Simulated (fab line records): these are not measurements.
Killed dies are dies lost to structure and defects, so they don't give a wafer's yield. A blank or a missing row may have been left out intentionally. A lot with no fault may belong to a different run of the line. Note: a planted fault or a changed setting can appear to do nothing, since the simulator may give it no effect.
fab line records -- flow sky130
[record] lots = 11, wafers = 33, lastDay = 50
route steps=708 shown POLY_CUT@318 SD_P@329 RES_XHIGH@340
lots that met no fault: taken from a fault-free run of the same line
startH: the number of hours between the record's first day and the start of the first shown wafer of the lot -- waitH: hours elapsed since this lot's preceding step -- " as in the row above -- L1.1+2: several wafers, shown together as one row -- - no value present, or no start provided -- * or withheld: withheld -- < > ~ a bound
route shown NAME@n: a module of which the file shows steps, and the number in the route of the first -- usual: the fault-free wafers' mean and standard deviation -- same: alike in all rows -- chamber/n: place in a boat -- sites: each site's reading -- _std_site: their standard deviation -- _edge_site: the outer-site mean with the inner-site mean subtracted -- radiusMm: for every site, how far away it sits from the centre of the wafer -- mask NAME#n: copy n -- behind: the tool/chamber that last shaped the wafer -- hold: the reason the lot was held/the length of the hold in hours/how it ended -- device: transistor that didn't switch, given as n, p or np -- end of line: the tests these same wafers got at the end of their route -- a step given without rows: its recipe and nothing more -- killed: at the first sort, the dies lost to defects and structure; wafer yield is something else -- map: a wafer's dies, marking killed ones x, the rest . and places with no die _
set.NAME: the run value of the setting; set.NAME@STEP: its run value at that earlier step -- model.NAME: the simulator's own value behind a step, which no gauge read
steps of the route over a sample of lots; a table a step, a row a wafer
services: a tool's chamber out of use, with start hour (startH, from the record's first day; less than 0 if before it), hours out, and reason
[[steps]]
[step SKY_POLY_CUT_ETCH_11]
[recipe] target = Si3N4, chemistry = CF4/CH2F2/Ar, stopOn = poly-Si, sourceW = 600, biasW = 150, pressureMtorr = 40, cf4FlowSccm = 40, ch2f2FlowSccm = 20, Ar_flow_sccm = 150, timeS = 42.5, targetDepthA = 600
[usual] drypumpMotorCurrentA = 5.6/0.45, oesProductAu = 0.829/0.0061, throttleValvePct = 14.994/0.0082
lot.wafer,tool,chamber,startH,waitH,drypumpMotorCurrentA,oesProductAu,rfHoursCounterH,throttleValvePct
L901.2,rieDiel-01,0,550.01,0.0,5.6,0.837,7,14.993
L901.3,rieDiel-01,1,550.01,0.0,5.6,0.826,10,15.007
L901.4,rieDiel-01,2,550.01,0.0,5.6,0.822,13,14.989
L902.3,rieDiel-02,2,568.41,0.0,6.4,0.811,10,14.991
L902.5,rieDiel-02,0,568.41,0.0,6.4,0.809,-,14.987
L902.6,rieDiel-02,1,568.41,0.0,5.7,0.820,-,15.000
L909.1,rieDiel-04,3,651.16,0.0,5.8,0.826,4,14.993
L909.4,rieDiel-04,1,651.16,0.0,5.8,0.834,1,14.990
L909.5,rieDiel-04,3,651.16,0.0,5.8,0.834,-,15.000
L910.4,rieDiel-02,2,656.18,0.0,6.4,0.829,-,14.990
L910.5,rieDiel-02,1,656.18,0.0,5.7,0.822,-,14.988
L910.6,rieDiel-02,3,656.18,0.0,5.5,0.840,-,15.007
L911.2,rieDiel-02,2,664.71,0.0,6.4,0.821,12,14.981
L911.5,rieDiel-02,1,664.71,0.0,5.7,0.824,-,14.991
L911.6,rieDiel-02,3,664.71,0.0,5.4,0.819,-,14.997
L916.1,rieDiel-01,3,704.71,0.0,5.3,0.829,5,14.986
L916.3,rieDiel-01,2,704.71,0.0,5.6,0.825,16,14.988
L916.6,rieDiel-01,1,704.71,0.0,5.6,0.826,-,14.997
L919.4,rieDiel-04,1,712.96,0.0,5.8,0.830,3,14.979
L919.5,rieDiel-04,1,712.96,0.0,5.8,0.831,-,14.981
L919.6,rieDiel-04,2,712.96,0.0,5.2,0.837,-,14.982
L920.2,rieDiel-04,0,715.06,0.0,4.7,0.826,5,14.980
L920.5,rieDiel-04,1,715.06,0.0,5.8,0.826,-,15.016
L920.6,rieDiel-04,2,715.06,0.0,5.2,0.820,-,14.995
L922.1,rieDiel-01,2,728.55,0.0,5.6,0.827,17,14.979
L922.2,rieDiel-01,1,728.55,0.0,5.6,0.836,14,14.989
L922.5,rieDiel-01,3,728.55,0.0,5.3,0.835,-,15.000
L921.3,rieDiel-02,1,729.90,0.0,5.7,0.838,2,14.991
L921.4,rieDiel-02,2,729.90,0.0,6.4,0.823,13,14.990
L921.5,rieDiel-02,0,729.90,0.0,6.4,0.842,-,14.998
L924.1,rieDiel-04,0,741.06,0.0,4.6,0.831,6,15.004
L924.3,rieDiel-04,3,741.06,0.0,5.8,0.829,6,14.991
L924.4,rieDiel-04,0,741.06,0.0,4.6,0.833,-,15.000
[step SKY_SD_P_IMPLANT_09]
[recipe] species = BF2, energyKev = 20, doseCm2 = 3e+15, tiltDeg = 0
[usual] beamEnergyKeV = 19.999/0.0064, doseIonsCm2 = 2.9989e+15/2.8e+12
lot.wafer,tool,chamber,startH,waitH,beamEnergyKeV,doseIonsCm2
L901.2,implanter-04,0,579.62,0.0,20.002,3.0001e+15
L901.3,implanter-04,0,579.62,0.0,19.998,3.0024e+15
L901.4,implanter-04,0,579.62,0.0,20.000,3.0016e+15
L902.3,implanter-04,0,597.39,0.1,19.987,2.9985e+15
L902.5,implanter-04,0,597.39,0.1,19.978,2.9975e+15
L902.6,implanter-04,0,597.39,0.1,19.991,2.9965e+15
L909.1,implanter-02,0,679.15,0.0,19.128,2.9991e+15
L909.4,implanter-02,0,679.15,0.0,19.119,2.9975e+15
L909.5,implanter-02,0,679.15,0.0,19.131,2.9942e+15
L910.4,implanter-02,0,683.33,0.1,19.118,2.9991e+15
L910.5,implanter-02,0,683.33,0.1,19.113,2.9972e+15
L910.6,implanter-02,0,683.33,0.1,19.126,2.9989e+15
L911.2,implanter-02,0,692.12,0.0,19.123,3.0019e+15
L911.5,implanter-02,0,692.12,0.0,19.126,3.0007e+15
L911.6,implanter-02,0,692.12,0.0,19.114,2.9973e+15
L916.1,implanter-03,0,731.76,0.0,19.999,2.9981e+15
L916.3,implanter-03,0,731.76,0.0,20.010,3.0009e+15
L916.6,implanter-03,0,731.76,0.0,19.996,2.996e+15
L919.4,implanter-04,0,740.29,0.1,19.998,2.9987e+15
L919.5,implanter-04,0,740.29,0.1,20.004,2.9975e+15
L919.6,implanter-04,0,740.29,0.1,20.008,2.9976e+15
L920.2,implanter-02,0,742.98,0.0,20.001,3.0024e+15
L920.5,implanter-02,0,742.98,0.0,20.002,2.9998e+15
L920.6,implanter-02,0,742.98,0.0,20.000,2.999e+15
L922.1,implanter-03,0,756.25,0.0,20.001,2.9976e+15
L922.2,implanter-03,0,756.25,0.0,19.997,2.9942e+15
L922.5,implanter-03,0,756.25,0.0,20.004,2.999e+15
L921.3,implanter-02,0,757.60,0.1,20.000,2.9998e+15
L921.4,implanter-02,0,757.60,0.1,20.000,2.9984e+15
L921.5,implanter-02,0,757.60,0.1,19.991,2.9993e+15
L924.1,implanter-02,0,768.79,0.0,19.997,2.9998e+15
L924.3,implanter-02,0,768.79,0.0,19.986,3.0007e+15
L924.4,implanter-02,0,768.79,0.0,20.003,3.0021e+15
[step SKY_SD_P_STRIP_10]
[recipe] chemistry = O2/N2, powerW = 1400, pressureMtorr = 1500, platenTempC = withheld, o2FlowSccm = 3000, n2FlowSccm = 300, overashFraction = 0.5
[usual] drypumpMotorCurrentA = 5.42/0.24, oesProductAu = 0.618/0.0047, stripTimeToEndpointS = 17.51/0.038
lot.wafer,tool,chamber,startH,waitH,drypumpMotorCurrentA,oesProductAu,rfHoursCounterH,stripTimeToEndpointS
L901.2,plasmaAsher-01,0,579.74,0.1,5.37,0.620,46,17.54
L901.3,plasmaAsher-01,0,579.74,0.1,5.38,0.620,-,17.52
L901.4,plasmaAsher-01,1,579.74,0.1,5.71,0.622,-,17.55
L902.3,plasmaAsher-03,0,597.52,0.1,5.03,0.617,-,17.49
L902.5,plasmaAsher-03,1,597.52,0.1,5.38,0.618,-,17.53
L902.6,plasmaAsher-03,0,597.52,0.1,5.02,0.614,-,17.54
L909.1,plasmaAsher-02,1,679.30,0.1,5.42,0.624,30,17.34
L909.4,plasmaAsher-02,1,679.30,0.1,5.41,0.621,-,17.33
L909.5,plasmaAsher-02,0,679.30,0.1,5.70,0.631,-,17.32
L910.4,plasmaAsher-03,1,683.44,0.1,5.38,0.629,-,17.36
L910.5,plasmaAsher-03,1,683.44,0.1,5.35,0.613,-,17.34
L910.6,plasmaAsher-03,0,683.44,0.1,5.00,0.620,-,17.35
L911.2,plasmaAsher-02,1,692.24,0.1,5.43,0.621,31,17.38
L911.5,plasmaAsher-02,1,692.24,0.1,5.44,0.624,-,17.33
L911.6,plasmaAsher-02,0,692.24,0.1,5.72,0.621,-,17.36
L916.1,plasmaAsher-03,1,731.91,0.1,5.39,0.610,90,17.54
L916.3,plasmaAsher-03,0,731.91,0.1,5.02,0.617,-,17.52
L916.6,plasmaAsher-03,0,731.91,0.1,5.02,0.612,-,17.54
L919.4,plasmaAsher-03,0,740.40,0.1,5.01,0.621,-,17.48
L919.5,plasmaAsher-03,1,740.40,0.1,5.38,0.621,-,17.50
L919.6,plasmaAsher-03,0,740.40,0.1,5.02,0.622,-,17.47
L920.2,plasmaAsher-01,1,743.10,0.1,5.69,0.623,51,17.48
L920.5,plasmaAsher-01,0,743.10,0.1,5.40,0.612,-,17.52
L920.6,plasmaAsher-01,1,743.10,0.1,5.73,0.626,-,17.47
L922.1,plasmaAsher-02,0,756.40,0.1,5.68,0.612,39,17.49
L922.2,plasmaAsher-02,1,756.40,0.1,5.43,0.614,39,17.55
L922.5,plasmaAsher-02,1,756.40,0.1,5.42,0.614,-,17.54
L921.3,plasmaAsher-01,1,757.74,0.1,5.70,0.624,-,17.56
L921.4,plasmaAsher-01,0,757.74,0.1,5.33,0.626,-,17.56
L921.5,plasmaAsher-01,1,757.74,0.1,5.71,0.621,-,17.57
L924.1,plasmaAsher-03,1,768.94,0.1,5.38,0.618,94,17.50
L924.3,plasmaAsher-03,0,768.94,0.1,5.03,0.611,-,17.54
L924.4,plasmaAsher-03,1,768.94,0.1,5.40,0.619,-,17.51
[step SKY_SD_P_TW_MEAS_11]
[usual] SD_P_TW = 2830/21
lot.wafer,tool,chamber,startH,waitH,SD_P_TW
L901.2,filmMetro-03,-,579.85,0.1,2832
L901.3,filmMetro-03,-,579.85,0.1,2853
L901.4,filmMetro-03,-,579.85,0.1,2842
L902.3,filmMetro-04,-,597.61,0.1,2829
L902.5,filmMetro-04,-,597.61,0.1,2824
L902.6,filmMetro-04,-,597.61,0.1,2830
L909.1,filmMetro-04,-,679.40,0.1,2793
L909.4,filmMetro-04,-,679.40,0.1,2803
L909.5,filmMetro-04,-,679.40,0.1,2782
L910.4,filmMetro-01,-,683.53,0.1,2807
L910.5,filmMetro-01,-,683.53,0.1,2796
L910.6,filmMetro-01,-,683.53,0.1,2797
L911.2,filmMetro-03,-,692.35,0.1,2834
L911.5,filmMetro-03,-,692.35,0.1,2841
L911.6,filmMetro-03,-,692.35,0.1,2839
L916.1,filmMetro-04,-,732.01,0.1,2819
L916.3,filmMetro-04,-,732.01,0.1,2808
L916.6,filmMetro-04,-,732.01,0.1,2812
L919.4,filmMetro-01,-,740.49,0.1,2813
L919.5,filmMetro-01,-,740.49,0.1,2812
L919.6,filmMetro-01,-,740.49,0.1,2838
L920.2,filmMetro-03,-,743.21,0.1,2860
L920.5,filmMetro-03,-,743.21,0.1,2865
L920.6,filmMetro-03,-,743.21,0.1,2853
L922.1,filmMetro-04,-,756.50,0.1,2833
L922.2,filmMetro-04,-,756.50,0.1,2834
L922.5,filmMetro-04,-,756.50,0.1,2840
L921.3,filmMetro-01,-,757.82,0.1,2796
L921.4,filmMetro-01,-,757.82,0.1,2816
L921.5,filmMetro-01,-,757.82,0.1,2819
L924.1,filmMetro-03,-,769.04,0.1,2868
L924.3,filmMetro-03,-,769.04,0.1,2852
L924.4,filmMetro-03,-,769.04,0.1,2864
[step SKY_RES_XHIGH_STRIP_08]
[recipe] chemistry = O2/N2, powerW = 1400, pressureMtorr = 1500, platenTempC = withheld, o2FlowSccm = 3000, n2FlowSccm = 300, overashFraction = 0.5
[usual] drypumpMotorCurrentA = 5.5/0.38, oesProductAu = 0.711/0.0044, stripTimeToEndpointS = 14.29/0.039
lot.wafer,tool,chamber,startH,waitH,drypumpMotorCurrentA,oesProductAu,rfHoursCounterH,stripTimeToEndpointS
L901.2,plasmaAsher-02,1,608.89,0.1,5.4,0.716,19,14.29
L901.3,plasmaAsher-02,0,608.89,0.1,5.7,0.709,-,14.33
L901.4,plasmaAsher-02,1,608.89,0.1,5.4,0.720,-,14.32
L902.3,plasmaAsher-04,0,627.35,0.1,6.3,0.704,-,14.26
L902.5,plasmaAsher-04,0,627.35,0.1,6.3,0.701,-,14.28
L902.6,plasmaAsher-04,1,627.35,0.1,5.0,0.707,-,14.33
L909.1,plasmaAsher-02,1,707.38,0.1,5.4,0.712,33,14.31
L909.4,plasmaAsher-02,1,707.38,0.1,5.4,0.702,-,14.32
L909.5,plasmaAsher-02,0,707.38,0.1,5.7,0.703,-,14.29
L910.4,plasmaAsher-04,1,711.19,0.1,5.0,0.705,-,14.31
L910.5,plasmaAsher-04,1,711.19,0.1,5.0,0.714,-,14.32
L910.6,plasmaAsher-04,0,711.19,0.1,6.2,0.719,-,14.30
L911.2,plasmaAsher-02,1,719.74,0.1,5.4,0.715,34,14.24
L911.5,plasmaAsher-02,1,719.74,0.1,5.4,0.711,-,14.23
L911.6,plasmaAsher-02,0,719.74,0.1,5.6,0.708,-,14.28
L916.1,plasmaAsher-04,1,759.12,0.1,5.0,0.714,0,14.38
L916.3,plasmaAsher-04,1,759.12,0.1,5.0,0.712,-,14.37
L916.6,plasmaAsher-04,0,759.12,0.1,6.3,0.711,-,14.35
L919.4,plasmaAsher-04,0,768.10,0.1,6.3,0.715,-,14.22
L919.5,plasmaAsher-04,0,768.10,0.1,6.3,0.710,-,14.28
L919.6,plasmaAsher-04,1,768.10,0.1,5.0,0.706,-,14.27
L920.2,plasmaAsher-02,0,770.46,0.1,5.7,0.707,40,14.28
L920.5,plasmaAsher-02,1,770.46,0.1,5.4,0.708,-,14.26
L920.6,plasmaAsher-02,0,770.46,0.1,5.7,0.714,-,14.20
L922.1,plasmaAsher-02,0,783.17,0.1,5.7,0.708,41,14.24
L922.2,plasmaAsher-02,1,783.17,0.1,5.4,0.708,41,14.32
L922.5,plasmaAsher-02,0,783.17,0.1,5.7,0.712,-,14.32
L921.3,plasmaAsher-04,1,783.79,0.1,5.0,0.712,-,14.27
L921.4,plasmaAsher-04,0,783.79,0.1,6.3,0.710,-,14.28
L921.5,plasmaAsher-04,1,783.79,0.1,5.0,0.715,-,14.27
L924.1,plasmaAsher-02,0,794.86,0.1,5.7,0.709,42,14.32
L924.3,plasmaAsher-02,1,794.86,0.1,5.4,0.711,-,14.34
L924.4,plasmaAsher-02,0,794.86,0.1,5.7,0.709,-,14.29
[step SKY_SD_N_RS_MEAS_17]
[recipe] thkMeasGauge = four-point-probe
[usual] SD_P_RS = 147.1/0.36
lot.wafer,tool,chamber,startH,waitH,SD_P_RS[ohm/sq]
L901.2,filmMetro-04,-,638.93,0.1,146.8
L901.3,filmMetro-04,-,638.93,0.1,147.4
L901.4,filmMetro-04,-,638.93,0.1,147.1
L902.3,filmMetro-01,-,656.90,0.1,147.4
L902.5,filmMetro-01,-,656.90,0.1,146.7
L902.6,filmMetro-01,-,656.90,0.1,146.8
L909.1,filmMetro-04,-,735.51,0.1,150.7
L909.4,filmMetro-04,-,735.51,0.1,150.9
L909.5,filmMetro-04,-,735.51,0.1,150.5
L910.4,filmMetro-01,-,739.77,0.1,150.2
L910.5,filmMetro-01,-,739.77,0.1,149.9
L910.6,filmMetro-01,-,739.77,0.1,150.2
L911.2,filmMetro-03,-,747.20,0.1,149.4
L911.5,filmMetro-03,-,747.20,0.1,149.6
L911.6,filmMetro-03,-,747.20,0.1,149.3
L916.1,filmMetro-01,-,786.50,0.1,147.4
L916.3,filmMetro-01,-,786.50,0.1,147.2
L916.6,filmMetro-01,-,786.50,0.1,147.6
L919.4,filmMetro-01,-,795.74,0.1,147.2
L919.5,filmMetro-01,-,795.74,0.1,147.4
L919.6,filmMetro-01,-,795.74,0.1,146.8
L920.2,filmMetro-04,-,798.22,0.1,146.9
L920.5,filmMetro-04,-,798.22,0.1,147.2
L920.6,filmMetro-04,-,798.22,0.1,146.8
L922.1,filmMetro-04,-,810.55,0.1,147.1
L922.2,filmMetro-04,-,810.55,0.1,146.8
L922.5,filmMetro-04,-,810.55,0.1,147.1
L921.3,filmMetro-03,-,811.20,0.1,146.6
L921.4,filmMetro-03,-,811.20,0.1,146.5
L921.5,filmMetro-03,-,811.20,0.1,146.4
L924.1,filmMetro-03,-,822.31,0.1,147.3
L924.3,filmMetro-03,-,822.31,0.1,147.1
L924.4,filmMetro-03,-,822.31,0.1,147.3
[[services]]
tool,chamber,startH,hours,kind
rieDiel-02,0,543.29,9.2,repair
rieDiel-02,0,570.18,9.9,repair
plasmaAsher-02,-,576.68,1.1,repair
implanter-02,-,591.92,1.8,repair
plasmaAsher-01,-,604.29,109.0,repair
rieDiel-04,-,612.68,14.6,pm
rieDiel-02,0,635.17,33.6,repair
rieDiel-01,-,636.74,14.6,pm
implanter-02,-,644.03,4.1,pm
plasmaAsher-03,-,649.88,0.6,repair
plasmaAsher-02,-,657.18,1.2,repair
rieDiel-01,3,659.74,1.4,repair
plasmaAsher-03,-,660.56,17.7,repair
implanter-02,-,663.81,2.6,repair
plasmaAsher-01,-,713.29,2.8,pm
plasmaAsher-04,-,717.74,28.1,pm
implanter-04,-,718.11,3.0,pm
rieDiel-01,0,724.23,4.6,repair
implanter-04,-,733.06,4.5,pm
plasmaAsher-04,-,745.84,9.0,pm
plasmaAsher-03,-,752.90,1.7,repair
rieDiel-02,-,763.57,0.2,repair
rieDiel-02,0,770.05,5.1,repair
plasmaAsher-02,-,772.92,1.0,repair
[[key]]
[firstSign] step = SKY_SD_P_IMPLANT_09, reading = beamEnergyKeV, direction = down, sigmas = 99+, usual = *, struck = *
[effect] step = SKY_SD_P_STRIP_10, reading = stripTimeToEndpointS, direction = down, sigmas = 4.4, usual = *, struck = *
[effect] step = SKY_SD_N_RS_MEAS_17, reading = SD_P_RS, direction = up, sigmas = 8.1, usual = 147.1, struck = 150.1
metAt SKY_SD_P_IMPLANT_09
struckLots L909,L910,L911
testerLeftOut L909,L910,L911
notActingAt SKY_POLY_CUT_ETCH_11,SKY_SD_P_TW_MEAS_11,SKY_RES_XHIGH_STRIP_08
[fault] kind = processParameterDrift, tool = implanter-02, chamber = -, onsetH = 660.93, steps = SKY_SD_P_IMPLANT_09, channel = energyKev, offset = *, shape = step, endH = 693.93, actsIn = *, stated = *
// testerLeftOut: of these lots the tester's yield and bins aren't shown, on N5 and GAA mostly nor the transistor test; their killed dies are dies lost to structure and defects alone, not to doping, threshold or leakage, so they don't give the yield
